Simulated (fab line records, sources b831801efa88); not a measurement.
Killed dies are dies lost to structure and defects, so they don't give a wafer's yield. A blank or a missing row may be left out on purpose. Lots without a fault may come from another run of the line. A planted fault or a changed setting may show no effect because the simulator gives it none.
Which tool did it? | flow sky130 | 14 lots, 42 wafers sampled, at 4 steps of a route of 708

WHAT THE GAUGES READ, wafer by wafer
SKY_VT_ADJUST_NCORE_OVL_MEAS_08.
lot  | measured     | on         | VT_ADJUST_NCORE_OVL (nm)
L736 | day 8 19:02  | overlay-02 | -0.1 -0.3 -1.2
L737 | day 9 01:50  | overlay-01 | -3.6 -1.4 -2.0
L740 | day 10 05:14 | overlay-01 | 0.5 1.5 2.0
L741 | day 10 06:35 | overlay-01 | 1.6 1.7 -0.7
L742 | day 10 10:11 | overlay-01 | -0.9 1.0 0.3
L743 | day 10 18:02 | overlay-01 | -3.1 0.3 -0.6
L744 | day 11 00:26 | overlay-01 | -2.5 -0.1 -1.2
L745 | day 11 05:08 | overlay-01 | 2.0 -0.3 2.5
L748 | day 12 01:23 | overlay-02 | -0.3 1.0 1.2
L750 | day 12 19:47 | overlay-01 | 0.9 -0.8 -0.7
L751 | day 13 00:29 | overlay-01 | -0.9 -1.5 0.2
L752 | day 13 11:05 | overlay-01 | 2.0 0.8 0.2
L753 | day 13 12:11 | overlay-02 | -0.9 -0.9 -2.0
L754 | day 13 20:12 | overlay-02 | 2.0 0.6 1.8

SKY_SONOS_TUNNEL_CD_MEAS_07: target cd 410 nm.
lot  | measured     | on        | cd_nm (nm)
L736 | day 11 11:35 | cd_sem-01 | 408.6 406.2 408.5
L737 | day 11 19:19 | cd_sem-02 | 412.3 413.4 410.9
L740 | day 13 01:32 | cd_sem-02 | 408.0 408.8 407.9
L741 | day 13 03:02 | cd_sem-02 | 411.6 415.0 412.6
L742 | day 13 08:29 | cd_sem-01 | 408.6 412.2 409.7
L743 | day 13 17:56 | cd_sem-02 | 406.9 410.9 410.4
L744 | day 14 02:08 | cd_sem-01 | 409.6 408.9 410.5
L745 | day 14 07:38 | cd_sem-02 | 410.2 409.4 409.1
L748 | day 15 06:29 | cd_sem-02 | 408.3 409.0 408.0
L750 | day 16 04:32 | cd_sem-01 | 408.4 408.6 407.5
L751 | day 16 08:41 | cd_sem-02 | 409.4 409.7 409.1
L752 | day 16 21:43 | cd_sem-01 | 410.3 411.1 412.0
L753 | day 16 22:07 | cd_sem-02 | 407.8 407.8 407.9
L754 | day 17 08:20 | cd_sem-02 | 412.9 412.7 412.4

SKY_SONOS_ONO_THK_MEAS_01.
lot  | measured     | on            | SONOS_ONO_OXIDATION_THK (nm)
L736 | day 11 13:36 | film_metro-02 | 2.60 2.65 2.57
L737 | day 11 21:50 | film_metro-04 | 2.68 2.65 2.58
L740 | day 13 04:00 | film_metro-02 | 2.68 2.61 2.63
L741 | day 13 06:51 | film_metro-04 | 2.73 2.61 2.72
L742 | day 13 10:28 | film_metro-01 | 2.63 2.64 2.61
L743 | day 13 20:33 | film_metro-02 | 2.60 2.68 2.74
L744 | day 14 05:01 | film_metro-04 | 2.66 2.71 2.63
L745 | day 14 11:43 | film_metro-04 | 2.50 2.61 2.56
L748 | day 15 08:29 | film_metro-01 | 2.59 2.61 2.63
L750 | day 16 06:56 | film_metro-04 | 3.47 3.41 3.40
L751 | day 16 10:57 | film_metro-01 | 2.55 2.57 2.54
L752 | day 16 23:45 | film_metro-04 | 2.64 2.63 2.62
L753 | day 17 01:03 | film_metro-02 | 3.43 3.42 3.41
L754 | day 17 10:40 | film_metro-01 | 2.65 2.61 2.58

WHICH TOOL RAN EACH LOT (tool, then ch and the chambers of the sampled wafers, then the start)
lot  | SKY_SONOS_ONO_OXIDATION_00
L736 | furnace-01 ch 0, day 11 12:16
L737 | furnace-01 ch 0, day 11 20:29
L740 | furnace-02 ch 0, day 13 02:39
L741 | furnace-02 ch 0, day 13 05:29
L742 | furnace-01 ch 0, day 13 09:07
L743 | furnace-01 ch 0, day 13 19:11
L744 | furnace-01 ch 0, day 14 03:38
L745 | furnace-02 ch 0, day 14 10:21
L748 | furnace-01 ch 0, day 15 07:08
L750 | furnace-01 ch 0, day 16 05:35
L751 | furnace-02 ch 0, day 16 09:36
L752 | furnace-02 ch 0, day 16 22:25
L753 | furnace-01 ch 0, day 16 23:42
L754 | furnace-02 ch 0, day 17 09:17
- SKY_SONOS_ONO_OXIDATION_00: stabilise 600 s, purge 300 s, target thk 2.6 nm.

WHAT THE TOOLS THEMSELVES READ (means of the sampled wafers that have a number; where no wafer has one, the mark that the record gives instead)
SKY_SONOS_ONO_OXIDATION_00.
lot  | tool       | spike_tc_bottom_C (C) | spike_tc_centre_C (C) | spike_tc_lower_C (C) | spike_tc_top_C (C) | spike_tc_upper_C (C) | tube_center_temp_C (C) | tube_center_temp_C_max | zone_power_lower_pct (%) | zone_power_top_pct (%)
L736 | furnace-01 | 817.4                 | 801.8                 | 799.3                | 817.6              | 800.3                | 800                    | 802.0                  | 13.48                    | 25
L737 | furnace-01 | 818.1                 | 801.3                 | 800.9                | 816.9              | 800.4                | 800                    | 802.4                  | 13.36                    | 26
L740 | furnace-02 | 817.6                 | 800.1                 | 800.8                | 812.1              | 800.1                | 800                    | 801.9                  | 13.35                    | 35
L741 | furnace-02 | 818.6                 | 800.6                 | 799.6                | 812.3              | 802.0                | 800                    | 802.5                  | 13.43                    | 35
L742 | furnace-01 | 817.1                 | 801.9                 | 801.1                | 816.5              | 801.5                | 800                    | 802.3                  | 13.41                    | 25
L743 | furnace-01 | 816.8                 | 801.6                 | 800.1                | 817.2              | 801.0                | 800                    | 802.1                  | 13.36                    | 25
L744 | furnace-01 | 817.4                 | 801.5                 | 799.9                | 816.7              | 800.0                | 800                    | 802.1                  | 13.43                    | 25
L745 | furnace-02 | 819.4                 | 800.9                 | 800.0                | 811.6              | 800.1                | 800                    | 801.9                  | 13.37                    | 35
L748 | furnace-01 | 817.7                 | 802.0                 | 800.8                | 816.8              | 801.4                | 800                    | 801.9                  | 13.36                    | 26
L750 | furnace-01 | 837.5                 | 822.1                 | 821.4                | 837.4              | 820.4                | 820                    | 821.8                  | 14.17                    | 27
L751 | furnace-02 | 819.1                 | 800.0                 | 800.2                | 813.5              | 800.1                | 800                    | 802.0                  | 13.37                    | 34
L752 | furnace-02 | 817.7                 | 800.1                 | 799.8                | 812.9              | 801.4                | 800                    | 802.1                  | 13.36                    | 35
L753 | furnace-01 | 836.1                 | 821.8                 | 820.2                | 835.5              | 820.2                | 820                    | 822.0                  | 14.11                    | 27
L754 | furnace-02 | 818.9                 | 800.4                 | 800.1                | 812.7              | 801.0                | 800                    | 802.2                  | 13.30                    | 35

THE ANSWER, worked out from the rows above alone
Rule: what is usual is taken from the lots themselves. Put in order of their means at a reading, lots are off if they are a third of the lots or fewer, leave a main group of 4 or more, and stand apart from it by a gap of 3 or more times the standard deviation of the main group's means; of several such gaps the widest counts. A main group whose means are all the same, to the digits that the tables above print for the reading, isn't used. A lot without any number at a reading at which 4 lots or more have one is off too. The other lots that the step has rows for count as sound. The gauges are gone through in route order, then the tools' own readings, and for those a lot's mean is taken as printed above. The first step at which some lot is off is used, and at that step the reading that is off furthest; a lot without a number counts as furthest.
Off: L750, L753, at SKY_SONOS_ONO_THK_MEAS_01 (SONOS_ONO_OXIDATION_THK). The main group: mean 2.62 nm, standard deviation 0.04.
A tool fits if, at a process step before that reading, it ran every lot that is off, and no sound lot after the first of them. The gauges at SKY_SONOS_ONO_THK_MEAS_01 aren't tried: what is off there is off at SKY_SONOS_ONO_OXIDATION_00 too, on other tools, and a gauge's error can't cause that. One fits: furnace-01 at SKY_SONOS_ONO_OXIDATION_00. Its last sound lot is L748 (day 15 07:08), its first lot that is off L750 (day 16 05:35): a fault that began between those two fits.
The tool's own readings at SKY_SONOS_ONO_OXIDATION_00 bear it out: on the lots that are off they differ by more than 5 times the standard deviation of the sound lots' means. spike_tc_bottom_C reads 836.8 C there against 818.0 C on the sound lots; spike_tc_centre_C reads 822.0 C there against 801.0 C on the sound lots; spike_tc_lower_C reads 820.8 C there against 800.2 C on the sound lots; spike_tc_top_C reads 836.5 C there against 814.7 C on the sound lots; spike_tc_upper_C reads 820.3 C there against 800.8 C on the sound lots; tube_center_temp_C reads 820 C there against 800 C on the sound lots; tube_center_temp_C_max reads 821.9 there against 802.1 on the sound lots; zone_power_lower_pct reads 14.14 % there against 13.38 % on the sound lots.

WHAT THE SIMULATOR HAD PUT IN
Process parameter drift: furnace-01, from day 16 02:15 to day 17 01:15, at SKY_SONOS_ONO_OXIDATION_00. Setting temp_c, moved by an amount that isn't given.
Lots struck among those shown: L750, L753. The rule above found the same.
